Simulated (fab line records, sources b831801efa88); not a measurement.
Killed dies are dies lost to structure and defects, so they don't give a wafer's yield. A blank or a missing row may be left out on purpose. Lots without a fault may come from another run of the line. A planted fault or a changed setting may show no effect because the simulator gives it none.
A struck lot beside a sound one | flow sky130 | 15 steps out of a route of 708
Sound: wafers L186.1, L186.2, L186.3. Struck: wafer L195.2. (L195.3 of the same lot was not struck and is left out.) The cause comes at the end.
At each step with rows: each side's tool, then ch and its chambers, then its first start. Under that, the readings that differ: sound wafers | struck wafers | difference of the means | sigmas: that difference in standard deviations of wafers without a fault.
alike: readings whose means differ by less than 2 such deviations, and words and numbers that are the same on both sides. not compared: withheld readings, readings that some wafer has no value for, bounds like >300 that may hide the same value, and numbers for which the record gives no deviation and whose values overlap.
The two part at a step that has a row with sigmas, a row that says differs or no value, or rows on one side only. Numbers that don't overlap but have no deviation are shown without sigmas and don't part them. A reading that every wafer of one side lacks parts them only if that side has two wafers or more.

first, 1 step without rows for these wafers: SKY_METAL5_CLEAN_19 (cleans in O3/DIW).
SKY_PASSIVATION_CVD_00: deposits SiO2, target thk 90 nm.
  sound on pecvd-03 ch 0,1,2, day 45 00:17; struck on pecvd-02 ch 0, day 47 10:00
  alike: heater_power_w
SKY_PASSIVATION_THK_MEAS_01:
  sound on film_metro-04, day 45 00:19; struck on film_metro-04, day 47 10:02
  alike: PASSIVATION_CVD_00_THK
SKY_PASSIVATION_CVD_02: deposits Si3N4, target thk 540 nm.
  sound on pecvd-03 ch 0,1,2, day 45 00:22; struck on pecvd-03 ch 1, day 47 10:05
  alike: heater_power_w
SKY_PASSIVATION_THK_MEAS_03:
  sound on film_metro-02, day 45 00:36; struck on film_metro-04, day 47 10:19
  alike: PASSIVATION_CVD_02_THK
then, 7 steps without rows for these wafers: SKY_PASSIVATION_DEHYDRATE_04 (time 60 s); SKY_PASSIVATION_HMDS_05 (prime time 60 s); SKY_PASSIVATION_COAT_06 (resist thk 3000 nm); SKY_PASSIVATION_SOFTBAKE_07; SKY_PASSIVATION_EXPOSE_08 (exposes mask NSM, target cd 3000 nm); SKY_PASSIVATION_PEB_09; SKY_PASSIVATION_DEVELOP_10 (develop time 60 s).
SKY_PASSIVATION_ETCH_11: etches the open film in CF4/O2, stops on AlCu, target depth 725 nm, time 161.1 s.
  sound on rie_diel-01 ch 0,1,2, day 45 21:38; struck on rie_diel-03 ch 1, day 48 04:58
  reading                                       | sound          | struck | difference | sigmas
  model.coat_of_PASSIVATION_COAT_06.thk_nm (nm) | 2521 2522 2527 | 2248   | -275       |
  alike: bias_w, drypump_motor_current_A, oes_product_au, throttle_valve_pct
  not compared: rf_hours_counter_h
SKY_PASSIVATION_STRIP_12: strips in O2/N2.
  sound on plasma_asher-03 ch 0,1, day 45 21:44; struck on plasma_asher-03 ch 0, day 48 05:05
  reading                      | sound             | struck | difference | sigmas
  strip_time_to_endpoint_s (s) | 31.58 31.58 31.65 | 28.43  | -3.17      | -32
  alike: drypump_motor_current_A, o2_flow_sccm, oes_product_au
  not compared: rf_hours_counter_h
then, 1 step without rows for these wafers: SKY_PAD_OPEN_DEHYDRATE_00 (time 60 s).

WHERE THEY PART
Only at SKY_PASSIVATION_STRIP_12, within this record.

WHY: what the simulator had put in
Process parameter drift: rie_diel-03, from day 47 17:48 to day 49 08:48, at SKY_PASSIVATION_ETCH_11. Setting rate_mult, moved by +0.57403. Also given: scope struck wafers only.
